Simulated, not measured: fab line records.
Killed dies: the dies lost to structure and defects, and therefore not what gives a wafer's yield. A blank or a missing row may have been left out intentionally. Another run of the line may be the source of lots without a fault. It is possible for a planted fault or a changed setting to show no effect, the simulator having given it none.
A lot that was struck, set against a sound lot ; flow gf180mcu ; 16 out of 602 route steps
Sound: these wafers, L227.2, L227.3, L227.4. Struck: wafer L241.3. (L241.1, L241.5 of the same lot were not struck and are left out.) The cause comes at the end.
Order at every step that has rows: each side's tool, ch and its chambers, its first start. Under that, the readings that differ: sound wafers ; struck wafers ; difference of the means ; sigmas: that difference in standard deviations of wafers without a fault.
alike: words and numbers the same on both sides, and readings whose means are apart by under 2 such deviations; not compared: readings that were withheld, readings missing a value for some wafer, numbers with overlapping values and no deviation given by the record, and bounds like >300 which may hide the same value.
The two part at a step that has a row with sigmas, a row that says differs or no value, or rows on one side only. When numbers do not overlap yet have no deviation, they are printed without sigmas and do not part them. Lack of a reading on every wafer of one side parts them only where that side has two or more wafers.

first, 3 steps without rows for these wafers: GF_V1_EXPOSE_11 (exposes mask Via1, target cd 260 nm); GF_V1_PEB_12 (peb time 90 s); GF_V1_DEVELOP_13 (develop time 60 s).
GF_V1_CD_MEAS_14: target cd 260 nm.
  sound: cd_sem-01 at day 20 03:35; struck: cd_sem-02 at day 25 01:49
  alike: cd_nm
GF_V1_OVL_MEAS_15:
  sound: overlay-02 at day 20 03:41; struck: overlay-02 at day 25 01:56
  alike: V1_OVL
GF_V1_ETCH_16: etches BARC in N2/H2.
  sound on rie_diel-01 ch 0,1,2, day 20 03:43; struck on rie_diel-03 ch 0, day 25 01:58
  alike: drypump_motor_current_A, oes_product_au, throttle_valve_pct
GF_V1_ETCH_17: etches SiO2 in C4F8/O2/Ar, stops on TiN, target depth 630 nm.
  sound on rie_diel-01 ch 0,1,2; struck on rie_diel-03 ch 0
  alike: oes_product_au
GF_V1_STRIP_18: strips in O2/N2.
  sound on plasma_asher-03 ch 0,1, day 20 03:51; struck on plasma_asher-02 ch 1, day 25 02:05
reading;sound;struck;difference;sigmas
oes_product_au (a.u.);0.594 0.585 0.590;0.602;+0.012;+3
  alike: drypump_motor_current_A, heater_power_w, o2_flow_sccm
  not compared: rf_hours_counter_h
then, 2 steps without rows for these wafers: GF_V1_STRIP_19 (strips in post etch residue remover, time 1200 s); GF_V1_CLEAN_20 (cleans in DIW).
GF_V1_SPUTTER_21: material Ti, target thk 15 nm, time 80.02 s.
  sound: pvd_sputter-03 at day 20 04:23; struck: pvd_sputter-01 at day 25 02:38
  alike: cathode_dc_power_W, throttle_valve_pct
GF_V1_SPUTTER_22: material TiN, target thk 10 nm, time 40 s.
  sound: pvd_sputter-03 at day 20 04:26; struck: pvd_sputter-01 at day 25 02:41
  alike: cathode_dc_power_W, throttle_valve_pct
GF_V1_CVD_23: deposits W, target thk 350 nm, time 105.05 s.
  sound on cvd_w-02 ch 0,1, day 20 04:29; struck on cvd_w-02 ch 1, day 25 02:44
reading;sound;struck;difference;sigmas
model.W_of_V1_CVD_23.thk_nm (nm);358.6 375 354.9;329.9;-32.9;
  alike: heater_power_w
GF_V1_RS_MEAS_24: a four-point-probe measurement.
  sound: film_metro-01 at day 20 04:37; struck: film_metro-03 at day 25 02:50
reading;sound;struck;difference;sigmas
V1_W_RS (ohm/sq);0.320 0.305 0.323;0.348;+0.032;+3
GF_V1_THK_MEAS_25: measures by xrf.
  sound: film_metro-01 at day 20 04:43; struck: film_metro-03 at day 25 02:58
reading;sound;struck;difference;sigmas
V1_W_THK (nm);359 376 354;334;-29;-3
then, 1 step without rows for these wafers: GF_V1_CMP_26 (polishes, stops on SiO2, t overpolish 15 s, target thk 0 nm).

WHERE THEY PART
Earliest at GF_V1_STRIP_18; latest, in this record, at GF_V1_THK_MEAS_25.

WHY: what had been put in by the simulator
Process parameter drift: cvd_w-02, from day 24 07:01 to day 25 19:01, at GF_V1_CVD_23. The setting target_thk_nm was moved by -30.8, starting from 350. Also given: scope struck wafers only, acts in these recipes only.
